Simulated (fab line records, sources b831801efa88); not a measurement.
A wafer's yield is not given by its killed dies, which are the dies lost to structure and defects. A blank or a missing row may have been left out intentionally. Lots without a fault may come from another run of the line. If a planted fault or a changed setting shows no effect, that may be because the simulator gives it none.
fab line records    flow sky130
[record] lots = 7  wafers = 17  last-day = 50
route steps=708 shown VIA4@651 METAL5@661 PAD_OPEN@708
lots that met no fault: from a run of the same line without faults
start-h: hours from the record's first day to the start of the lot's first wafer shown    wait-h: how many hours have passed since the lot's step before this one    " repeats the value in the row above    L1.1+2: a row that stands for several wafers    - no value, or no start given    * or withheld: withheld    < > ~ a bound
route shown NAME@n: a module of which the file shows steps, and the number in the route of the first    usual: mean/standard deviation of fault-free wafers    same: alike in all rows    chamber/n: place in a boat    sites: readings site by site    _std_site: the values' standard deviation    _edge_site: inner sites' mean taken away from outer sites' mean    radius-mm: for every site, how far away it sits from the centre of the wafer    mask NAME#n: copy n    behind: tool/chamber where the wafer was last shaped    hold: what put the lot on hold/how long, in hours/how the hold closed    device: which transistor (n, p or np) failed to switch    end of line: the same wafers' tests at the end of the route    a step without rows: its recipe alone    killed: count of dies lost to structure and defects at first sort (not the wafer's yield)    map: shows each die of a wafer: x if killed, . if not, _ if none is there
set.NAME: setting as actually run; set.NAME@STEP: the setting as run at that earlier step    model.NAME: the simulator's own value behind a step, which no gauge read
certain route steps with their lots: each step a table, each wafer a row
services: when a tool's chamber went out of use (start-h, in hours from the record's first day, below 0 if earlier), for how many hours, and the reason
[[steps]]
[step SKY_VIA4_ETCH_12]
[recipe] target = SiO2  chemistry = C4F8/O2/Ar  stop-on = TiN  mask-material = NOVOLAK  source-w = 1500  bias-w = 1200  pressure-mtorr = 40  c4f8-flow-sccm = withheld  O2_flow_sccm = 6  Ar_flow_sccm = 300  time-s = withheld  target-depth-a = 5800
[usual] chamber-pressure-mTorr = 40.00/0.038  oes-product-au = 0.926/0.0053  rf-fwd-power-W = 1490/5.1
lot.wafer  tool         chamber  start-h  wait-h  chamber-pressure-mTorr  oes-product-au  rf-fwd-power-W
L751.2     rie-diel-04  1        1042.29  0.0     39.96                   0.922           1490
L751.3     "            2        "        "       39.98                   0.930           1494
L751.6     "            3        "        "       39.98                   0.930           1493
L755.1     rie-diel-04  1        1049.03  0.0     40.01                   0.926           1493
L755.2     "            2        "        "       39.99                   0.922           1489
L755.4     "            3        "        "       40.07                   0.924           1480
L754.1     rie-diel-04  0        1052.83  0.0     39.98                   0.929           1491
L754.2     "            1        "        "       40.03                   0.926           1492
L754.3     "            3        "        "       40.04                   0.937           1491
L757.3     rie-diel-01  0        1063.49  0.0     40.05                   0.932           1491
L759.5     rie-diel-02  0        1076.81  0.0     40.00                   0.932           1491
L766.2     rie-diel-04  3        1117.34  0.0     40.00                   0.919           1489
L766.5     "            3        "        "       40.01                   0.928           1496
L766.6     "            2        "        "       39.99                   0.928           1497
L769.1     rie-diel-01  2        1137.19  0.0     39.93                   0.927           1492
L769.5     "            0        "        "       40.00                   0.919           1492
L769.6     "            1        "        "       39.96                   0.920           1488
[step SKY_VIA4_STRIP_13]
[recipe] chemistry = O2/N2  power-w = 1400  pressure-mtorr = 1500  platen-temp-c = withheld  o2-flow-sccm = 3000  n2-flow-sccm = 300  overash-fraction = 0.5
[usual] chamber-pressure-mTorr = 1499.9/1.4  drypump-motor-current-A = 5.8/0.44  oes-product-au = 0.710/0.0044  strip-time-to-endpoint-s = 12.82/0.036
[same] overash-fraction = 0.5
lot.wafer  tool             chamber  start-h  wait-h  chamber-pressure-mTorr  drypump-motor-current-A  oes-product-au  rf-hours-counter-h  strip-time-to-endpoint-s
L751.2     plasma-asher-03  0        1042.36  -       1498.5                  5.5                      0.709           121                 12.86
L751.3     "                1        "        "       1500.9                  5.6                      0.710           -                   12.86
L751.6     "                0        "        "       1499.0                  5.5                      0.713           -                   12.85
L755.1     plasma-asher-02  1        1049.11  -       1502.3                  6.0                      0.709           92                  12.83
L755.2     "                0        "        "       1499.9                  5.4                      0.709           92                  12.84
L755.4     "                0        "        "       1499.9                  5.4                      0.704           -                   12.82
L754.1     plasma-asher-02  0        1052.91  -       1501.3                  5.4                      0.709           92                  12.87
L754.2     "                1        "        "       1499.8                  6.0                      0.714           92                  12.83
L754.3     "                0        "        "       1500.3                  5.4                      0.705           -                   12.85
L757.3     plasma-asher-02  1        1063.60  -       1499.0                  6.1                      0.707           -                   12.81
L759.5     plasma-asher-04  1        1076.92  -       1499.9                  6.8                      0.714           -                   12.92
L766.2     plasma-asher-03  1        1117.41  -       1500.2                  5.6                      0.719           5                   12.84
L766.5     "                0        "        "       1497.5                  5.5                      0.712           -                   12.84
L766.6     "                1        "        "       1501.9                  5.6                      0.701           -                   12.83
L769.1     plasma-asher-02  0        1137.26  -       1498.8                  5.4                      0.709           99                  12.85
L769.5     "                1        "        "       1499.6                  6.0                      0.706           -                   12.83
L769.6     "                0        "        "       1499.0                  5.4                      0.708           -                   12.79
[step SKY_VIA4_STRIP_14]
[recipe] chemistry = post-etch-residue-remover  time-s = 1200  temp-c = 72.5
[step SKY_VIA4_CLEAN_15]
[recipe] chemistry = IPA  time-s = 180  temp-c = 25
[step SKY_VIA4_CLEAN_16]
[recipe] chemistry = O3/DIW  dry = n2-spin
[step SKY_VIA4_SPUTTER_17]
[recipe] material = TiN  target-thk-nm = 20  chamber-pressure-pa = 5  power-w = 4000  time-s = 80
[step SKY_VIA4_CVD_18]
[recipe] material = W  target-thk-nm = 505  time-s = 152.14  temp-c = 400  pressure-torr = 40
[step SKY_VIA4_RS_MEAS_19]
[recipe] thk-meas-gauge = four-point-probe  reads = W_of_VIA4_CVD_18+TiN_of_VIA4_SPUTTER_17
[usual] VIA4_W_RS = 0.227/0.0032
lot.wafer  tool           chamber  start-h  wait-h  VIA4_W_RS[ohm/sq]
L751.2     film-metro-03  -        1043.20  0.1     0.227
L751.3     "              -        "        "       0.223
L751.6     "              -        "        "       0.223
L755.1     film-metro-03  -        1049.91  0.1     0.224
L755.2     "              -        "        "       0.234
L755.4     "              -        "        "       0.224
L754.1     film-metro-04  -        1053.71  0.1     0.231
L754.2     "              -        "        "       0.221
L754.3     "              -        "        "       0.222
L757.3     film-metro-04  -        1064.44  0.1     0.226
L759.5     film-metro-03  -        1078.08  0.1     0.230
L766.2     film-metro-01  -        1118.23  0.1     0.232
L766.5     "              -        "        "       0.229
L766.6     "              -        "        "       0.225
L769.1     film-metro-04  -        1138.11  0.1     0.227
L769.5     "              -        "        "       0.224
L769.6     "              -        "        "       0.227
[step SKY_VIA4_THK_MEAS_20]
[recipe] thk-meas-gauge = xrf  reads = W_of_VIA4_CVD_18
[usual] VIA4_W_THK = 510/8.1
lot.wafer  tool           chamber  start-h  wait-h  VIA4_W_THK[nm]
L751.2     film-metro-03  -        1043.31  0.1     511
L751.3     "              -        "        "       520
L751.6     "              -        "        "       523
L755.1     film-metro-03  -        1050.03  0.1     517
L755.2     "              -        "        "       495
L755.4     "              -        "        "       517
L754.1     film-metro-04  -        1053.83  0.1     498
L754.2     "              -        "        "       517
L754.3     "              -        "        "       518
L757.3     film-metro-04  -        1064.54  0.1     507
L759.5     film-metro-03  -        1078.16  0.1     505
L766.2     film-metro-01  -        1118.34  0.1     499
L766.5     "              -        "        "       502
L766.6     "              -        "        "       511
L769.1     film-metro-04  -        1138.23  0.1     505
L769.5     "              -        "        "       514
L769.6     "              -        "        "       509
[step SKY_VIA4_CMP_21]
[recipe] stop-on = SiO2  t-overpolish-s = 25  down-force-psi = 3.5  platen-rpm = 60  target-thk-nm = 0  pad-velocity-m-s = 0.94248
[usual] motor-current-A = 11.0/0.75  overpolish-run-s = 25.001/0.0093  retaining-ring-pressure-frac = 1.000/0.0052  time-to-endpoint-s = 123/4
lot.wafer  tool    chamber  start-h  wait-h  motor-current-A  overpolish-run-s  retaining-ring-pressure-frac  time-to-endpoint-s
L751.3     cmp-01  1        1043.41  0.1     10.1             24.995            1.003                         129
L751.2     "       3        "        "       9.4              25.012            1.004                         133
L751.6     "       0        "        "       10.9             24.984            0.996                         123
L755.1     cmp-01  0        1050.09  0.1     11.4             25.002            1.007                         127
L755.2     "       2        "        "       12.0             25.006            1.007                         122
L755.4     "       3        "        "       9.4              24.999            0.993                         128
L754.3     cmp-02  0        1054.19  0.3     10.9             24.979            1.011                         125
L754.2     "       1        "        "       11.4             24.998            0.999                         122
L754.1     "       2        "        "       10.4             24.980            0.994                         123
L757.3     cmp-01  1        1064.58  0.0     9.7              24.999            1.002                         127
L759.5     cmp-02  1        1078.38  0.2     10.9             24.982            0.999                         114
L766.2     cmp-01  3        1118.71  0.4     9.5              24.992            1.008                         123
L766.5     "       1        "        "       10.0             25.010            1.000                         122
L766.6     "       2        "        "       10.9             25.016            1.006                         125
L769.1     cmp-02  3        1138.29  0.1     11.6             25.011            1.003                         125
L769.5     "       3        "        "       11.6             24.988            1.002                         126
L769.6     "       0        "        "       11.2             25.004            0.997                         129
[step SKY_METAL5_SPUTTER_00]
[recipe] material = Ti  target-thk-nm = 15  power-w = 3000  time-s = 10  chamber-pressure-pa = 0.4
[step SKY_METAL5_SPUTTER_01]
[recipe] material = TiN  target-thk-nm = 20  power-w = 6500  time-s = 16.26  chamber-pressure-pa = 0.4
[usual] throttle-valve-pct = 30.1/1.2
[same] time-s = 16.26
lot.wafer  tool            chamber  start-h  wait-h  throttle-valve-pct
L751.2     pvd-sputter-03  -        1043.68  0.0     29.8
L751.3     "               -        "        "       29.4
L751.6     "               -        "        "       30.0
L755.1     pvd-sputter-01  -        1050.41  0.0     29.5
L755.2     "               -        "        "       31.0
L755.4     "               -        "        "       30.9
L754.1     pvd-sputter-01  -        1054.51  0.0     29.6
L754.2     "               -        "        "       31.9
L754.3     "               -        "        "       30.8
L757.3     pvd-sputter-01  -        1064.90  0.0     32.0
L759.5     pvd-sputter-01  -        1078.51  0.0     31.8
L766.2     pvd-sputter-03  -        1118.93  0.0     29.6
L766.5     "               -        "        "       29.3
L766.6     "               -        "        "       31.9
L769.1     pvd-sputter-04  -        1138.61  0.0     30.8
L769.5     "               -        "        "       30.8
L769.6     "               -        "        "       28.8
[step SKY_METAL5_SPUTTER_02]
[recipe] material = AlCu  target-thk-nm = 1150  power-w = 10600  time-s = 61.2  chamber-pressure-pa = 0.4
[usual] throttle-valve-pct = 30.1/1.2
lot.wafer  tool            chamber  start-h  wait-h  throttle-valve-pct  model.AlCu_of_METAL5_SPUTTER_02.thk-nm
L751.2     pvd-sputter-03  -        1043.71  0.0     30.1                1116
L751.3     "               -        "        "       29.4                1126
L751.6     "               -        "        "       30.0                1113
L755.1     pvd-sputter-01  -        1050.44  0.0     29.9                1148
L755.2     "               -        "        "       31.2                1155
L755.4     "               -        "        "       30.2                1157
L754.1     pvd-sputter-01  -        1054.54  0.0     29.7                1147
L754.2     "               -        "        "       31.8                1268
L754.3     "               -        "        "       30.9                1140
L757.3     pvd-sputter-01  -        1064.93  0.0     32.0                1267
L759.5     pvd-sputter-01  -        1078.55  0.0     31.7                1282
L766.2     pvd-sputter-03  -        1118.96  0.0     29.8                1129
L766.5     "               -        "        "       29.2                1145
L766.6     "               -        "        "       31.7                1125
L769.1     pvd-sputter-04  -        1138.64  0.0     31.0                1146
L769.5     "               -        "        "       30.9                1152
L769.6     "               -        "        "       28.8                1173
[step SKY_METAL5_SPUTTER_03]
[recipe] material = Ti  target-thk-nm = 5  power-w = 3000  time-s = 3.3  chamber-pressure-pa = 0.4
[step SKY_METAL5_SPUTTER_04]
[recipe] material = TiN  target-thk-nm = 70  power-w = 6500  time-s = 58.3  chamber-pressure-pa = 0.4
[step SKY_METAL5_RS_MEAS_05]
[recipe] thk-meas-gauge = four-point-probe  reads = TiN_of_METAL5_SPUTTER_04+Ti_of_METAL5_SPUTTER_03+AlCu_of_METAL5_SPUTTER_02+TiN_of_METAL5_SPUTTER_01+Ti_of_METAL5_SPUTTER_00
[usual] METAL5_ALCU_RS = 0.0271/0.00035
lot.wafer  tool           chamber  start-h  wait-h  hold                      METAL5_ALCU_RS[ohm/sq]
L751.2     film-metro-03  -        1043.84  0.0     -                         0.0278
L751.3     "              -        "        "       -                         0.0275
L751.6     "              -        "        "       -                         0.0279
L755.1     film-metro-03  -        1050.56  0.0     -                         0.0270
L755.2     "              -        "        "       -                         0.0269
L755.4     "              -        "        "       -                         0.0268
L754.1     film-metro-03  -        1054.66  0.0     await-dispo/0.2h/release  0.0271
L754.2     "              -        "        "       await-dispo/0.2h/release  0.0245
L754.3     "              -        "        "       await-dispo/0.2h/release  0.0272
L754.1     film-metro-03  -        1054.94  0.3     -                         0.0271
L754.2     "              -        "        "       -                         0.0245
L754.3     "              -        "        "       -                         0.0272
L757.3     film-metro-01  -        1065.09  0.1     await-dispo/0.2h/release  0.0246
L757.3     film-metro-01  -        1065.37  0.3     -                         0.0246
L759.5     film-metro-03  -        1078.72  0.1     await-dispo/0.2h/release  0.0242
L759.5     film-metro-03  -        1079.01  0.3     -                         0.0242
L766.2     film-metro-03  -        1119.09  0.0     -                         0.0275
L766.5     "              -        "        "       -                         0.0271
L766.6     "              -        "        "       -                         0.0276
L769.1     film-metro-01  -        1138.75  0.0     -                         0.0272
L769.5     "              -        "        "       -                         0.0270
L769.6     "              -        "        "       -                         0.0266
[step SKY_METAL5_THK_MEAS_06]
[recipe] thk-meas-gauge = xrf  reads = AlCu_of_METAL5_SPUTTER_02
[usual] METAL5_ALCU_THK = 1123/16
lot.wafer  tool           chamber  start-h  wait-h  hold                      METAL5_ALCU_THK[nm]
L751.2     film-metro-03  -        1043.95  0.1     -                         1089
L751.3     "              -        "        "       -                         1101
L751.6     "              -        "        "       -                         1086
L755.1     film-metro-03  -        1050.68  0.1     -                         1130
L755.2     "              -        "        "       -                         1135
L755.4     "              -        "        "       -                         1139
L754.1     film-metro-03  -        1058.73  3.8     await-dispo/0.2h/release  1122
L754.2     "              -        "        "       await-dispo/0.2h/release  1243
L754.3     "              -        "        "       await-dispo/0.2h/release  1121
L754.1     film-metro-03  -        1058.95  0.2     -                         1129
L754.2     "              -        "        "       -                         1241
L754.3     "              -        "        "       -                         1118
L757.3     film-metro-01  -        1067.76  2.4     await-dispo/0.2h/release  1235
L757.3     film-metro-01  -        1067.99  0.2     -                         1234
L759.5     film-metro-03  -        1082.45  3.4     await-dispo/0.2h/release  1251
L759.5     film-metro-03  -        1082.68  0.2     -                         1254
L766.2     film-metro-03  -        1119.20  0.1     -                         1112
L766.5     "              -        "        "       -                         1128
L766.6     "              -        "        "       -                         1104
L769.1     film-metro-01  -        1138.87  0.1     -                         1119
L769.5     "              -        "        "       -                         1131
L769.6     "              -        "        "       -                         1147
[step SKY_METAL5_HMDS_08]
[recipe] prime-time-s = 60  prime-temp-c = 120
[step SKY_METAL5_COAT_09]
[recipe] resist = NOVOLAK  spin-rpm = 3000  resist-thk-nm = 1800
[step SKY_METAL5_SOFTBAKE_10]
[recipe] temp-c = 90  time-s = 60  resist = NOVOLAK
[step SKY_METAL5_EXPOSE_11]
[recipe] mask-id = MM5  na = 0.6  source-shape = conventional  sigma-outer = 0.6  polarization = unpolarized  target-cd-nm = 1600  dose-mj = 190
[step SKY_METAL5_PEB_12]
[recipe] temp-c = withheld  time-s = *  resist = NOVOLAK
[step SKY_METAL5_DEVELOP_13]
[recipe] resist = NOVOLAK  developer = TMAH  develop-time-s = 60  dev-temp-c = 23
[step SKY_METAL5_DESCUM_14]
[recipe] chemistry = O2  source-power-w = 150  bias-power-w = 0  pressure-mtorr = 10  temp-c = 40  time-s = 11
[step SKY_METAL5_METAL_ETCH_15]
[recipe] target-depth-a = 12600  stop-on = SiO2  over-etch-frac = 0.2  time-s = 252  chemistry = Cl2/BCl3  resist-sidewall-deg = 86  pressure-mtorr = 10  icp-w = 900  bias-w = 48.5  Cl2_flow_sccm = 60  bcl3-flow-sccm = 30
[usual] chamber-pressure-mTorr = 10.000/0.0092  drypump-motor-current-A = 5.73/0.17  oes-product-au = 0.894/0.0052  rf-fwd-power-W = 896.7/2.9  throttle-valve-pct = 22.263/0.0093
[same] over-etch-frac = 0.2  time-s = 252
lot.wafer  tool          chamber  start-h  wait-h  chamber-pressure-mTorr  drypump-motor-current-A  oes-product-au  rf-fwd-power-W  rf-hours-counter-h  throttle-valve-pct
L751.2     rie-metal-04  1        1064.88  0.0     9.997                   6.05                     0.890           894.7           19                  22.258
L751.3     "             0        "        "       10.005                  5.69                     0.891           894.3           -                   22.256
L751.6     "             1        "        "       9.995                   6.02                     0.884           893.7           -                   22.277
L755.1     rie-metal-03  0        1072.03  0.0     9.999                   5.52                     0.887           899.0           16                  22.259
L755.2     "             1        "        "       10.003                  5.70                     0.892           893.2           24                  22.262
L755.4     "             1        "        "       9.989                   5.72                     0.888           895.3           -                   22.263
L754.1     rie-metal-02  0        1075.68  0.0     10.001                  5.60                     0.889           896.8           16                  22.263
L754.2     "             1        "        "       9.997                   5.71                     0.927           897.6           14                  22.236
L754.3     "             1        "        "       10.002                  5.69                     0.903           897.3           -                   22.284
L757.3     rie-metal-02  0        1085.96  0.1     9.998                   5.63                     0.930           893.8           -                   22.254
L759.5     rie-metal-03  1        1100.03  0.2     10.007                  5.73                     0.932           897.5           -                   22.274
L766.2     rie-metal-04  1        1138.58  0.0     9.997                   6.00                     0.896           896.2           25                  22.257
L766.5     "             0        "        "       9.987                   5.72                     0.894           895.9           -                   22.254
L766.6     "             1        "        "       9.997                   6.03                     0.891           898.6           -                   22.263
L769.1     rie-metal-03  0        1157.14  0.0     10.000                  5.51                     0.901           894.2           25                  22.276
L769.5     "             1        "        "       9.998                   5.73                     0.891           893.8           -                   22.255
L769.6     "             0        "        "       9.990                   5.52                     0.896           894.4           -                   22.255
[step SKY_METAL5_STRIP_16]
[recipe] chemistry = O2/N2  power-w = 1400  pressure-mtorr = 1500  platen-temp-c = withheld  o2-flow-sccm = 3000  n2-flow-sccm = 300  overash-fraction = 0.5
[usual] chamber-pressure-mTorr = 1500.1/1.5  drypump-motor-current-A = 6.2/0.46  oes-product-au = 0.710/0.0047  strip-time-to-endpoint-s = 13.14/0.14
[same] overash-fraction = 0.5
lot.wafer  tool             chamber  start-h  wait-h  chamber-pressure-mTorr  drypump-motor-current-A  oes-product-au  rf-hours-counter-h  strip-time-to-endpoint-s
L751.2     plasma-asher-01  0        1065.11  0.2     1499.2                  5.7                      0.714           62                  13.19
L751.3     "                1        "        "       1499.2                  6.2                      0.710           -                   13.11
L751.6     "                0        "        "       1500.0                  5.7                      0.712           -                   13.18
L755.1     plasma-asher-04  0        1072.26  0.2     1499.9                  6.3                      0.707           33                  13.15
L755.2     "                1        "        "       1498.3                  6.8                      0.710           33                  13.23
L755.4     "                1        "        "       1502.8                  6.8                      0.712           -                   13.26
L754.1     plasma-asher-03  0        1075.91  0.2     1502.2                  5.5                      0.717           1                   12.92
L754.2     "                1        "        "       1499.8                  5.6                      0.713           1                   12.92
L754.3     "                0        "        "       1499.5                  5.5                      0.712           -                   12.86
L757.3     plasma-asher-01  0        1086.15  0.1     1499.6                  5.7                      0.709           -                   13.08
L759.5     plasma-asher-01  1        1100.18  0.1     1501.8                  6.3                      0.707           -                   13.29
L766.2     plasma-asher-03  1        1138.81  0.2     1499.3                  5.6                      0.712           7                   13.23
L766.5     "                0        "        "       1500.2                  5.4                      0.709           -                   13.30
L766.6     "                1        "        "       1500.6                  5.6                      0.717           -                   13.36
L769.1     plasma-asher-01  1        1157.38  0.2     1501.5                  6.3                      0.700           71                  13.00
L769.5     "                1        "        "       1500.8                  6.2                      0.711           -                   13.24
L769.6     "                0        "        "       1498.4                  5.7                      0.704           -                   12.99
[step SKY_PAD_OPEN_PROBE_99]
[usual] killed_at_M0_to_M3 = 44/6.7  killed_at_M4_up = 3.1/1.8  killed-at-contacts = 24/5.1  killed-at-front-end = 16/4.7  killed-at-other = 0.3/0.59  killed-dies = 88/9.6  killed-open = 48/7.3  killed-short = 39/6.5
[same] gross-dies = 492  killed-at-back-side = 0
lot.wafer  tool       chamber  start-h  wait-h  killed_at_M0_to_M3  killed_at_M4_up  killed-at-contacts  killed-at-front-end  killed-at-other  killed-dies  killed-open  killed-short  model.etest.met5.rs-ohm-sq  model.etest.met5.line-ohm-um
L751.2     prober-01  -        1111.43  0.1     36                  3                27                  15                   0                81           43           38            0.02806                     0.01744
L751.3     prober-01  -        1111.48  0.2     55                  3                25                  16                   1                100          55           45            0.02764                     0.01722
L751.6     prober-01  -        1111.63  0.2     49                  5                30                  18                   0                102          49           53            0.02798                     0.01745
L755.1     prober-02  -        1117.15  0.1     39                  3                18                  3                    0                63           35           27            0.02712                     0.01697
L755.2     prober-02  -        1117.20  0.1     33                  4                26                  19                   0                82           39           40            0.02705                     0.01699
L755.4     prober-02  -        1117.30  0.2     42                  3                20                  8                    0                73           42           30            0.02687                     0.0169
L754.1     prober-01  -        1121.46  0.1     50                  1                28                  25                   0                104          55           48            0.02715                     0.01704
L754.2     prober-01  -        1121.51  0.1     47                  2                22                  20                   0                91           55           35            0.02469                     0.01544
L754.3     prober-01  -        1121.56  0.2     51                  3                31                  27                   0                112          64           48            0.02751                     0.01726
L757.3     prober-01  -        1131.37  0.2     38                  5                26                  12                   0                81           43           38            0.02487                     0.01552
L759.5     prober-01  -        1142.86  0.2     38                  1                29                  23                   2                93           53           38            0.0242                      0.01521
L766.2     prober-02  -        1177.86  0.1     50                  3                25                  21                   0                99           59           40            0.02732                     0.01699
L766.5     prober-02  -        1178.01  0.2     51                  3                22                  20                   0                96           53           42            0.02747                     0.01711
L766.6     prober-02  -        1178.06  0.2     50                  5                26                  11                   1                93           52           41            0.02789                     0.01733
L769.1     prober-01  -        1194.05  0.1     47                  1                13                  11                   0                72           38           34            0.0274                      0.017
L769.5     prober-01  -        1194.25  0.2     57                  2                23                  26                   0                108          49           59            0.02716                     0.01697
L769.6     prober-01  -        1194.30  0.2     35                  0                17                  10                   0                62           36           26            0.02658                     0.01657
// killed by level:class
L751.2 CONTACT:geometric-particle:open=16 VIA2:geometric-particle:open=7 LI_CONTACT:geometric-particle:open=6 POLY_GATE:geometric-particle:short=5 METAL2:geometric-particle:short=5 VIA2:geometric-particle:short=4 METAL1:geometric-particle:short=4 VIA1:geometric-particle:open=4
L751.3 VIA3:geometric-particle:open=11 VIA2:geometric-particle:open=8 METAL2:geometric-particle:short=8 CONTACT:geometric-particle:short=7 VIA1:geometric-particle:open=7 CONTACT:geometric-particle:open=6 METAL1:geometric-particle:short=6 LI_CONTACT:geometric-particle:open=5
L751.6 VIA1:geometric-particle:open=13 METAL2:geometric-particle:short=10 LI_CONTACT:geometric-particle:open=7 CONTACT:geometric-particle:short=7 CONTACT:geometric-particle:open=6 METAL1:geometric-particle:short=6 VIA2:geometric-particle:open=6 POLY_GATE:geometric-particle:open=5
L755.1 CONTACT:geometric-particle:open=9 VIA2:geometric-particle:open=8 VIA1:geometric-particle:short=7 METAL1:geometric-particle:short=7 VIA1:geometric-particle:open=7 LI_CONTACT:geometric-particle:open=4 VIA2:geometric-particle:short=3 VIA3:geometric-particle:open=3
L755.2 LI_CONTACT:geometric-particle:open=11 VIA1:geometric-particle:open=8 FIELD_ISO:geometric-particle:short=7 CONTACT:geometric-particle:open=7 METAL2:geometric-particle:short=7 CONTACT:geometric-particle:short=5 VIA1:geometric-particle:short=5 VIA3:geometric-particle:open=5
L755.4 VIA2:geometric-particle:open=10 VIA1:geometric-particle:open=9 LI_CONTACT:geometric-particle:open=8 CONTACT:geometric-particle:open=5 VIA3:geometric-particle:open=5 METAL1:geometric-particle:short=4 METAL2:geometric-particle:short=4 FIELD_ISO:geometric-particle:short=3
L754.1 VIA1:geometric-particle:open=16 CONTACT:geometric-particle:open=10 VIA3:geometric-particle:open=9 POLY_GATE:geometric-particle:open=8 CONTACT:geometric-particle:short=7 METAL1:geometric-particle:short=6 METAL3:geometric-particle:short=6 FIELD_ISO:geometric-particle:short=5
L754.2 VIA1:geometric-particle:open=12 CONTACT:geometric-particle:open=8 VIA3:geometric-particle:open=8 LI_CONTACT:geometric-particle:open=7 FIELD_ISO:geometric-particle:short=6 METAL2:geometric-particle:short=6 FIELD_ISO:geometric-particle:open=5 VIA1:geometric-particle:short=5
L754.3 CONTACT:geometric-particle:open=10 VIA1:geometric-particle:open=10 VIA3:geometric-particle:open=9 FIELD_ISO:geometric-particle:open=8 POLY_GATE:geometric-particle:open=8 METAL1:geometric-particle:short=7 LOCAL_INTERCONNECT:geometric-particle:short=7 VIA1:geometric-particle:short=7
L757.3 CONTACT:geometric-particle:open=11 CONTACT:geometric-particle:short=7 METAL2:geometric-particle:short=7 VIA1:geometric-particle:short=7 VIA1:geometric-particle:open=7 LI_CONTACT:geometric-particle:open=6 FIELD_ISO:geometric-particle:open=4 VIA2:geometric-particle:open=4
L759.5 CONTACT:geometric-particle:open=12 VIA1:geometric-particle:open=12 VIA3:geometric-particle:open=9 FIELD_ISO:geometric-particle:short=7 LI_CONTACT:geometric-particle:open=7 POLY_GATE:geometric-particle:short=6 LOCAL_INTERCONNECT:geometric-particle:short=5 METAL3:geometric-particle:short=3
L766.2 VIA1:geometric-particle:open=22 LI_CONTACT:geometric-particle:open=9 VIA1:geometric-particle:short=8 CONTACT:geometric-particle:short=7 FIELD_ISO:geometric-particle:short=6 FIELD_ISO:geometric-particle:open=6 CONTACT:geometric-particle:open=6 VIA2:geometric-particle:open=5
L766.5 CONTACT:geometric-particle:open=11 VIA1:geometric-particle:open=11 VIA2:geometric-particle:open=7 METAL2:geometric-particle:short=7 VIA3:geometric-particle:short=6 METAL1:geometric-particle:short=5 VIA3:geometric-particle:open=5 CONTACT:geometric-particle:short=4
L766.6 VIA1:geometric-particle:open=12 CONTACT:geometric-particle:open=12 VIA3:geometric-particle:open=7 LI_CONTACT:geometric-particle:open=7 METAL2:geometric-particle:short=6 METAL1:geometric-particle:short=5 FIELD_ISO:geometric-particle:open=4 METAL3:geometric-particle:short=4
L769.1 VIA1:geometric-particle:open=11 VIA3:geometric-particle:open=7 METAL3:geometric-particle:short=6 FIELD_ISO:geometric-particle:short=5 LOCAL_INTERCONNECT:geometric-particle:short=5 METAL2:geometric-particle:short=5 CONTACT:geometric-particle:open=4 METAL1:geometric-particle:short=4
L769.5 VIA1:geometric-particle:open=16 FIELD_ISO:geometric-particle:open=7 VIA1:geometric-particle:short=7 VIA2:geometric-particle:short=7 POLY_GATE:geometric-particle:short=6 LI_CONTACT:geometric-particle:open=6 CONTACT:geometric-particle:short=6 METAL2:geometric-particle:short=6
L769.6 CONTACT:geometric-particle:open=8 VIA2:geometric-particle:open=7 VIA3:geometric-particle:open=7 VIA2:geometric-particle:short=7 METAL1:geometric-particle:short=4 VIA3:geometric-particle:short=4 POLY_GATE:geometric-particle:open=3 LI_CONTACT:geometric-particle:open=3
[[services]]
tool             chamber  start-h  hours  kind
plasma-asher-03  -        1019.60  2.8    pm
pvd-sputter-01   0        1025.32  -      consumable-replace:kit
pvd-sputter-01   0        1025.32  18.0   scheduled-down
pvd-sputter-01   0        1025.32  18.0   vent-cycle
pvd-sputter-01   -        1040.28  6.3    repair
rie-diel-01      2        1047.04  2.9    repair
cmp-01           -        1052.83  3.3    repair
plasma-asher-02  -        1054.45  8.7    repair
plasma-asher-03  -        1055.25  9.0    pm
rie-metal-02     -        1063.49  2.8    pm
plasma-asher-01  -        1077.28  6.7    repair
cmp-02           -        1084.44  4.0    pm
pvd-sputter-01   3        1084.72  -      consumable-replace:kit
pvd-sputter-01   3        1084.72  18.0   scheduled-down
pvd-sputter-01   3        1084.72  18.0   vent-cycle
rie-diel-02      3        1086.40  4.4    repair
cmp-01           -        1088.62  6.0    pm
rie-diel-04      0        1089.95  6.4    repair
rie-metal-02     -        1090.22  1.0    repair
rie-diel-01      3        1099.04  2.9    repair
cmp-02           -        1104.17  4.9    pm
rie-diel-04      1        1129.53  2.9    repair
cmp-01           -        1133.41  2.2    repair
rie-diel-04      -        1135.42  14.6   pm
[[key]]
[first-sign] step = SKY_METAL5_RS_MEAS_05  reading = visit  direction = added
[effect] step = SKY_METAL5_RS_MEAS_05  reading = METAL5_ALCU_RS  direction = down  sigmas = 7.5  usual = 0.0271  struck = 0.0244
[effect] step = SKY_METAL5_THK_MEAS_06  reading = visit  direction = added
[effect] step = SKY_METAL5_THK_MEAS_06  reading = METAL5_ALCU_THK  direction = up  sigmas = 7.8  usual = 1123  struck = 1243
[effect] step = SKY_METAL5_METAL_ETCH_15  reading = oes-product-au  direction = up  sigmas = 6.9  usual = 0.894  struck = 0.929
[model-effect] step = SKY_METAL5_SPUTTER_02  value = AlCu_of_METAL5_SPUTTER_02.thk-nm  without = 1154  struck = 1272
[model-effect] step = SKY_PAD_OPEN_PROBE_99  value = etest.met5.rs-ohm-sq  without = 0.02713  struck = 0.02459
met-at SKY_METAL5_SPUTTER_02
struck-wafers L754.2,L757.3,L759.5
tester-left-out L757,L759
[earlier-fault] kind = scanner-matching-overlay  tool = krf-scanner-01  chamber = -  onset-h = 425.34  steps = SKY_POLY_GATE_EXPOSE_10  offset = 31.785
[earlier-fault] kind = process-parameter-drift  tool = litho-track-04  chamber = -  onset-h = 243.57  steps = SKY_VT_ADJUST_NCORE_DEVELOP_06  channel = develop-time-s  offset = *  shape = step  end-h = 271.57  acts-in = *  stated = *
[fault] kind = process-parameter-drift  tool = pvd-sputter-01  chamber = -  onset-h = 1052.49  steps = SKY_METAL5_SPUTTER_02  channel = time-s  offset = *  shape = step  acts-in = *  stated = *  scope = struck-wafers-only
// tester-left-out: of these lots the tester's yield and bins aren't shown, on N5 and GAA mostly nor the transistor test; their killed dies are dies lost to structure and defects alone, not to doping, threshold or leakage, so they don't give the yield
